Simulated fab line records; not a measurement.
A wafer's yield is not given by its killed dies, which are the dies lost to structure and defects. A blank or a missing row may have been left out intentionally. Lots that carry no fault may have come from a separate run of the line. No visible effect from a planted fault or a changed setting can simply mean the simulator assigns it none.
fab line records ; flow gf180mcu ; part 2 of 2: steps 27 to 36 of 36
[record] lots = 5; wafers = 15; last_day = 34
route steps=602 shown M4@466 V4@476
lots that met no fault: from a run of the same line without faults
start_h: the number of hours between the record's first day and the start of the first shown wafer of the lot ; wait_h: time in hours since the lot's previous step ; " repeats the value in the row above ; L1.1+2: a single row standing in for several wafers ; - no value, or no start was given ; * or withheld: withheld ; < > ~ a bound
route shown NAME@n: names a module that has steps shown in the file, with the first one's number in the route ; usual: mean/standard deviation taken from wafers without a fault ; same: alike in all rows ; chamber/n: place in a boat ; sites: per-site readings ; _std_site: the values' standard deviation ; _edge_site: outer sites' mean less inner sites' ; radius_mm: for every site, how far away it sits from the centre of the wafer ; mask NAME#n: copy n ; behind: the last tool/chamber to shape the wafer ; hold: what put the lot on hold/how long, in hours/how the hold closed ; device: transistor that didn't switch, given as n, p or np ; end of line: the tests these same wafers got at the end of their route ; a step without rows: its recipe alone ; killed: dies that structure and defects cost at the first sort, which is not the same as the wafer's yield ; map: shows each die of a wafer: x if killed, . if not, _ if none is there
set.NAME: the setting that was run; set.NAME@STEP: the one run at that earlier step ; model.NAME: the simulator's own value behind a step, which no gauge read
a table for each step, a row for each wafer; lots at some steps of the route
services: from which hour (start_h, from the record's first day; less than 0 if before it) a tool's chamber was out of use, for how many hours, and why
[[steps]]
[step GF_V4_ETCH_16]
[recipe] chemistry = N2/H2; target_depth_a = withheld; overetch_a = withheld; time_s = withheld; target = BARC; ion_energy_ev = 200; source_w = 500; bias_w = 100; pressure_mtorr = 30; n2_flow_sccm = 100; h2_flow_sccm = 200
[usual] drypump_motor_current_A = 5.6/0.55; oes_product_au = 0.855/0.0045; throttle_valve_pct = 13.225/0.0089
lot.wafer;tool;chamber;start_h;wait_h;drypump_motor_current_A;oes_product_au;throttle_valve_pct
L074.1;rie_diel-03;0;553.59;0.0;5.6;0.858;13.228
L074.2;rie_diel-03;2;553.59;0.0;5.0;0.845;13.223
L074.4;rie_diel-03;3;553.59;0.0;5.0;0.850;13.209
L085.2;rie_diel-03;3;663.94;0.0;5.0;0.856;13.210
L085.5;rie_diel-03;2;663.94;0.0;5.0;0.853;13.246
L085.6;rie_diel-03;1;663.94;0.0;5.0;0.856;13.227
L092.2;rie_diel-04;0;698.95;0.0;6.2;0.847;13.231
L092.3;rie_diel-04;3;698.95;0.0;6.4;0.854;13.233
L092.5;rie_diel-04;1;698.95;0.0;5.4;0.856;13.224
L093.1;rie_diel-04;2;708.32;0.0;6.5;0.862;13.233
L093.4;rie_diel-04;0;708.32;0.0;6.2;0.864;13.212
L093.5;rie_diel-04;0;708.32;0.0;6.2;0.852;13.228
L094.2;rie_diel-02;3;716.75;0.0;5.3;0.859;13.225
L094.3;rie_diel-02;2;716.75;0.0;5.1;0.847;13.226
L094.5;rie_diel-02;2;716.75;0.0;5.1;0.850;13.220
[step GF_V4_ETCH_17]
[recipe] chemistry = C4F8/O2/Ar; mask_material = KrF; target = SiO2; stop_on = TiN; source_w = 1500; bias_w = 1179; pressure_mtorr = 40; c4f8_flow_sccm = withheld; O2_flow_sccm = 6; Ar_flow_sccm = 300; time_s = withheld; target_depth_a = 6300
[usual] oes_product_au = 0.855/0.0047
lot.wafer;tool;chamber;start_h;wait_h;oes_product_au
L074.1;rie_diel-03;0;-;-;0.849
L074.2;rie_diel-03;2;-;-;0.850
L074.4;rie_diel-03;3;-;-;0.855
L085.2;rie_diel-03;3;-;-;0.853
L085.5;rie_diel-03;2;-;-;0.858
L085.6;rie_diel-03;1;-;-;0.858
L092.2;rie_diel-04;0;-;-;0.855
L092.3;rie_diel-04;3;-;-;0.864
L092.5;rie_diel-04;1;-;-;0.857
L093.1;rie_diel-04;2;-;-;0.857
L093.4;rie_diel-04;0;-;-;0.865
L093.5;rie_diel-04;0;-;-;0.848
L094.2;rie_diel-02;3;-;-;0.862
L094.3;rie_diel-02;2;-;-;0.856
L094.5;rie_diel-02;2;-;-;0.849
[step GF_V4_STRIP_18]
[recipe] chemistry = O2/N2; power_w = 1400; pressure_mtorr = 1500; platen_temp_c = 250; o2_flow_sccm = 3000; n2_flow_sccm = 300; overash_fraction = 0.5
[usual] drypump_motor_current_A = 5.9/0.39; heater_power_w = 337/27; oes_product_au = 0.594/0.005
lot.wafer;tool;chamber;start_h;wait_h;drypump_motor_current_A;heater_power_w;oes_product_au;rf_hours_counter_h
L074.1;plasma_asher-01;1;553.72;-;6.6;312;0.585;92
L074.2;plasma_asher-01;0;553.72;-;5.5;364;0.591;92
L074.4;plasma_asher-01;0;553.72;-;5.5;363;0.599;-
L085.2;plasma_asher-02;0;664.07;-;5.7;347;0.597;25
L085.5;plasma_asher-02;0;664.07;-;5.7;348;0.588;-
L085.6;plasma_asher-02;1;664.07;-;6.0;355;0.592;-
L092.2;plasma_asher-01;0;699.08;-;5.4;366;0.585;106
L092.3;plasma_asher-01;0;699.08;-;5.5;361;0.601;-
L092.5;plasma_asher-01;1;699.08;-;6.6;314;0.592;-
L093.1;plasma_asher-02;1;708.45;-;6.0;343;0.593;31
L093.4;plasma_asher-02;0;708.45;-;5.7;347;0.591;-
L093.5;plasma_asher-02;0;708.45;-;5.7;353;0.597;-
L094.2;plasma_asher-01;0;716.88;-;5.4;373;0.598;108
L094.3;plasma_asher-01;1;716.88;-;6.6;304;0.597;-
L094.5;plasma_asher-01;1;716.88;-;6.6;304;0.596;-
[step GF_V4_STRIP_19]
[recipe] chemistry = post_etch_residue_remover; time_s = 1200; temp_c = 72.5
lot.wafer;tool;chamber;start_h;wait_h
L074.1+2+4;wet_bench-02;0;553.82;0.1
L085.2+5+6;wet_bench-04;2;664.17;0.1
L092.2+3+5;wet_bench-03;1;699.18;0.1
L093.1+4+5;wet_bench-04;0;708.55;0.1
L094.2+3+5;wet_bench-04;1;716.98;0.1
[step GF_V4_CLEAN_20]
[recipe] chemistry = DIW; dry = n2_spin
lot.wafer;tool;chamber;start_h;wait_h
L074.1+2+4;wet_bench-04;3;554.19;0.0
L085.2+5+6;wet_bench-04;3;664.51;0.0
L092.2+3+5;wet_bench-02;2;699.52;0.0
L093.1+4+5;wet_bench-03;1;708.92;0.0
L094.2+3+5;wet_bench-02;0;717.32;0.0
[step GF_V4_SPUTTER_21]
[recipe] material = Ti; target_thk_nm = 15; chamber_pressure_pa = 5; power_w = 2500; substrate_temp_c = 200; time_s = 80.02
[usual] chamber_pressure_pa = 5.002/0.011; throttle_valve_pct = 30.5/0.69
lot.wafer;tool;chamber;start_h;wait_h;chamber_pressure_pa;throttle_valve_pct
L074.1;pvd_sputter-01;-;554.29;0.0;4.989;30.5
L074.2;pvd_sputter-01;-;554.29;0.0;5.011;30.7
L074.4;pvd_sputter-01;-;554.29;0.0;5.009;30.2
L085.2;pvd_sputter-01;-;664.60;0.0;5.002;31.0
L085.5;pvd_sputter-01;-;664.60;0.0;5.005;30.5
L085.6;pvd_sputter-01;-;664.60;0.0;4.990;30.7
L092.2;pvd_sputter-01;-;699.62;0.0;5.005;30.4
L092.3;pvd_sputter-01;-;699.62;0.0;4.992;31.0
L092.5;pvd_sputter-01;-;699.62;0.0;4.991;30.2
L093.1;pvd_sputter-02;-;709.02;0.0;4.995;30.3
L093.4;pvd_sputter-02;-;709.02;0.0;4.992;30.4
L093.5;pvd_sputter-02;-;709.02;0.0;5.005;30.4
L094.2;pvd_sputter-02;-;717.42;0.0;5.005;30.4
L094.3;pvd_sputter-02;-;717.42;0.0;4.999;29.3
L094.5;pvd_sputter-02;-;717.42;0.0;5.011;31.7
[step GF_V4_SPUTTER_22]
[recipe] material = TiN; target_thk_nm = 10; chamber_pressure_pa = 5; power_w = 4000; time_s = 40
[usual] chamber_pressure_pa = 4.999/0.01; throttle_valve_pct = 30.5/0.7
lot.wafer;tool;chamber;start_h;wait_h;chamber_pressure_pa;throttle_valve_pct
L074.1;pvd_sputter-01;-;554.35;0.0;4.998;30.3
L074.2;pvd_sputter-01;-;554.35;0.0;4.995;30.7
L074.4;pvd_sputter-01;-;554.35;0.0;5.007;30.2
L085.2;pvd_sputter-01;-;664.66;0.0;5.000;30.7
L085.5;pvd_sputter-01;-;664.66;0.0;5.004;30.6
L085.6;pvd_sputter-01;-;664.66;0.0;5.011;30.5
L092.2;pvd_sputter-01;-;699.68;0.0;5.007;30.1
L092.3;pvd_sputter-01;-;699.68;0.0;4.990;30.9
L092.5;pvd_sputter-01;-;699.68;0.0;4.990;30.4
L093.1;pvd_sputter-02;-;709.08;0.0;5.009;30.4
L093.4;pvd_sputter-02;-;709.08;0.0;4.994;30.3
L093.5;pvd_sputter-02;-;709.08;0.0;5.011;30.4
L094.2;pvd_sputter-02;-;717.48;0.0;4.988;30.3
L094.3;pvd_sputter-02;-;717.48;0.0;4.992;29.2
L094.5;pvd_sputter-02;-;717.48;0.0;4.986;32.1
[step GF_V4_CVD_23]
[recipe] material = W; target_thk_nm = 350; time_s = 104.9; temp_c = 400; pressure_torr = 40
[usual] heater_power_w = 771/42
lot.wafer;tool;chamber;start_h;wait_h;heater_power_w
L074.1;cvd_w-02;1;554.39;0.0;694
L074.2;cvd_w-02;0;554.39;0.0;806
L074.4;cvd_w-02;0;554.39;0.0;804
L085.2;cvd_w-02;0;664.70;0.0;841
L085.5;cvd_w-02;1;664.70;0.0;693
L085.6;cvd_w-02;0;664.70;0.0;839
L092.2;cvd_w-01;1;699.72;0.0;785
L092.3;cvd_w-01;0;699.72;0.0;769
L092.5;cvd_w-01;0;699.72;0.0;775
L093.1;cvd_w-01;1;709.12;0.0;787
L093.4;cvd_w-01;0;709.12;0.0;758
L093.5;cvd_w-01;1;709.12;0.0;783
L094.2;cvd_w-01;1;717.52;0.0;777
L094.3;cvd_w-01;0;717.52;0.0;774
L094.5;cvd_w-01;0;717.52;0.0;749
[step GF_V4_RS_MEAS_24]
[recipe] thk_meas_gauge = four-point-probe; reads = W_of_V4_CVD_23+TiN_of_V4_SPUTTER_22+Ti_of_V4_SPUTTER_21
[usual] V4_W_RS = 0.327/0.0041
lot.wafer;tool;chamber;start_h;wait_h;V4_W_RS[ohm/sq]
L074.1;film_metro-03;-;554.50;0.1;0.329
L074.2;film_metro-03;-;554.50;0.1;0.328
L074.4;film_metro-03;-;554.50;0.1;0.329
L085.2;film_metro-03;-;664.84;0.1;0.330
L085.5;film_metro-03;-;664.84;0.1;0.325
L085.6;film_metro-03;-;664.84;0.1;0.325
L092.2;film_metro-03;-;699.86;0.1;0.327
L092.3;film_metro-03;-;699.86;0.1;0.322
L092.5;film_metro-03;-;699.86;0.1;0.325
L093.1;film_metro-03;-;709.23;0.1;0.320
L093.4;film_metro-03;-;709.23;0.1;0.320
L093.5;film_metro-03;-;709.23;0.1;0.325
L094.2;film_metro-01;-;717.66;0.1;0.331
L094.3;film_metro-01;-;717.66;0.1;0.323
L094.5;film_metro-01;-;717.66;0.1;0.325
[step GF_V4_THK_MEAS_25]
[recipe] thk_meas_gauge = xrf; reads = W_of_V4_CVD_23
[usual] V4_W_THK = 333/4.4
lot.wafer;tool;chamber;start_h;wait_h;V4_W_THK[nm]
L074.1;film_metro-03;-;554.62;0.1;330
L074.2;film_metro-03;-;554.62;0.1;332
L074.4;film_metro-03;-;554.62;0.1;331
L085.2;film_metro-03;-;664.95;0.1;329
L085.5;film_metro-03;-;664.95;0.1;332
L085.6;film_metro-03;-;664.95;0.1;330
L092.2;film_metro-03;-;699.97;0.1;330
L092.3;film_metro-03;-;699.97;0.1;333
L092.5;film_metro-03;-;699.97;0.1;333
L093.1;film_metro-03;-;709.35;0.1;336
L093.4;film_metro-03;-;709.35;0.1;335
L093.5;film_metro-03;-;709.35;0.1;332
L094.2;film_metro-01;-;717.77;0.1;329
L094.3;film_metro-01;-;717.77;0.1;336
L094.5;film_metro-01;-;717.77;0.1;336
[[services]]
tool;chamber;start_h;hours;kind
plasma_asher-01;-;496.03;0.8;repair
rie_diel-03;1;510.68;4.0;repair
pvd_sputter-02;-;514.93;9.7;repair
krf_scanner-01;-;519.72;4.4;pm
krf_scanner-02;-;524.10;1.3;pm
krf_scanner-01;-;534.61;0.8;pm
rie_diel-04;2;535.26;7.7;repair
pvd_sputter-02;-;543.77;2.3;repair
rie_diel-03;2;548.27;4.4;repair
pvd_sputter-01;-;557.21;6.4;repair
krf_scanner-01;-;559.38;1.0;repair
plasma_asher-01;-;560.56;2.8;pm
plasma_asher-01;-;563.83;2.0;repair
krf_scanner-01;-;567.27;1.3;pm
plasma_asher-01;-;567.85;0.6;repair
krf_scanner-02;-;570.25;0.8;pm
rie_diel-03;0;580.56;7.2;repair
wet_bench-01;-;583.82;3.3;repair
krf_scanner-01;-;584.72;1.0;pm
krf_scanner-02;-;589.05;1.0;pm
pvd_sputter-01;-;631.38;1.8;repair
krf_scanner-01;-;667.50;11.6;pm
plasma_asher-01;-;678.80;2.3;repair
krf_scanner-01;-;703.41;0.8;pm
